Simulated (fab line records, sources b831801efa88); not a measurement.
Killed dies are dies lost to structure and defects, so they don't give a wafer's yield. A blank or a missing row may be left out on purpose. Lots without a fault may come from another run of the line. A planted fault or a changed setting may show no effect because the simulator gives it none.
A struck lot beside a sound one | flow sky130 | 15 steps out of a route of 708
Sound: wafers L207.1, L207.4, L207.5. Struck: wafers L206.2, L206.6. The cause comes at the end.
At each step with rows: each side's tool, then ch and its chambers, then its first start. Under that, the readings that differ: sound wafers | struck wafers | difference of the means | sigmas: that difference in standard deviations of wafers without a fault.
alike: readings whose means differ by less than 2 such deviations, and words and numbers that are the same on both sides. not compared: withheld readings, readings that some wafer has no value for, bounds like >300 that may hide the same value, and numbers for which the record gives no deviation and whose values overlap.
The two part at a step that has a row with sigmas, a row that says differs or no value, or rows on one side only. Numbers that don't overlap but have no deviation are shown without sigmas and don't part them. A reading that every wafer of one side lacks parts them only if that side has two wafers or more.

first, 2 steps without rows for these wafers: SKY_METAL4_PEB_11; SKY_METAL4_DEVELOP_12 (develop time 60 s).
SKY_METAL4_CD_MEAS_13: target cd 300 nm.
  sound on cd_sem-02, day 46 01:28; struck on cd_sem-01, day 45 16:41
  alike: cd_nm
SKY_METAL4_OVL_MEAS_14:
  sound on overlay-02, day 46 01:35; struck on overlay-02, day 45 16:47
  alike: METAL4_OVL
SKY_METAL4_DESCUM_15: chemistry O2, time 8 s.
  sound on rie_metal-01 ch 0,1, day 46 01:38; struck on rie_metal-04 ch 0,1, day 45 16:49
  alike: drypump_motor_current_A, oes_product_au
  not compared: rf_hours_counter_h
SKY_METAL4_ETCH_16: etches BARC in N2/H2, stops on SiO2, time 88.2 s, target depth 60 nm.
  sound on rie_metal-01 ch 0,1, day 46 01:40; struck on rie_metal-04 ch 0,1, day 45 16:51
  alike: drypump_motor_current_A, oes_product_au, throttle_valve_pct
  not compared: rf_hours_counter_h
SKY_METAL4_ETCH_17: etches SiO2 in C4F8/O2/Ar, stops on TiN, time 3.9 s, target depth 15 nm.
  sound on rie_diel-03 ch 0,2,3, day 46 01:46; struck on rie_diel-01 ch 0, day 45 16:57
  alike: oes_product_au
SKY_METAL4_METAL_ETCH_18: etches the open film in Cl2/BCl3, stops on SiO2, target depth 845 nm, time 183.1 s.
  sound on rie_metal-04 ch 0,1, day 46 01:47; struck on rie_metal-01 ch 0,1, day 45 16:58
  alike: drypump_motor_current_A, oes_product_au, throttle_valve_pct
  not compared: rf_hours_counter_h
then, 4 steps without rows for these wafers: SKY_METAL4_STRIP_19 (strips in O2/N2); SKY_METAL4_STRIP_20 (strips in post etch residue remover, time 1200 s); SKY_METAL4_CLEAN_21 (cleans in IPA, time 180 s); SKY_METAL4_CLEAN_22 (cleans in O3/DIW).
SKY_VIA4_HDPCVD_00: deposits SiO2, target thk 1750 nm, time 291.7 s.
  sound on hdpcvd-02 ch 0,2, day 46 02:33; struck on hdpcvd-01 ch 0,1, day 45 17:48
  reading                                  | sound             | struck      | difference | sigmas
  run_length_s (s)                         | 319.0 320.7 319.3 | 506.0 506.6 | +186.6     | +99 or more
  model.SiO2_of_VIA4_HDPCVD_00.thk_nm (nm) | 1730 1758 1735    | 2875 2848   | +1120      |
SKY_VIA4_THK_MEAS_01:
  sound on film_metro-04, day 46 02:43; struck on film_metro-04, day 45 17:59
  reading              | sound          | struck    | difference | sigmas
  VIA4_HDPCVD_THK (nm) | 1730 1758 1735 | 2875 2848 | +1120      | +56
SKY_VIA4_CMP_02: polishes SiO2.
  sound on cmp-01 ch 2,3, day 46 02:47; struck on cmp-01 ch 1,2, day 45 18:08
  alike: motor_current_A, platen_rpm

WHERE THEY PART
First at SKY_VIA4_HDPCVD_00; last, within this record, at SKY_VIA4_THK_MEAS_01. Later steps at which nothing parts them and some readings are alike: SKY_VIA4_CMP_02.

WHY: what the simulator had put in
Process parameter drift: hdpcvd-01, from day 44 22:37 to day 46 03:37, at SKY_VIA4_HDPCVD_00. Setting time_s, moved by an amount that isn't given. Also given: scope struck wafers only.
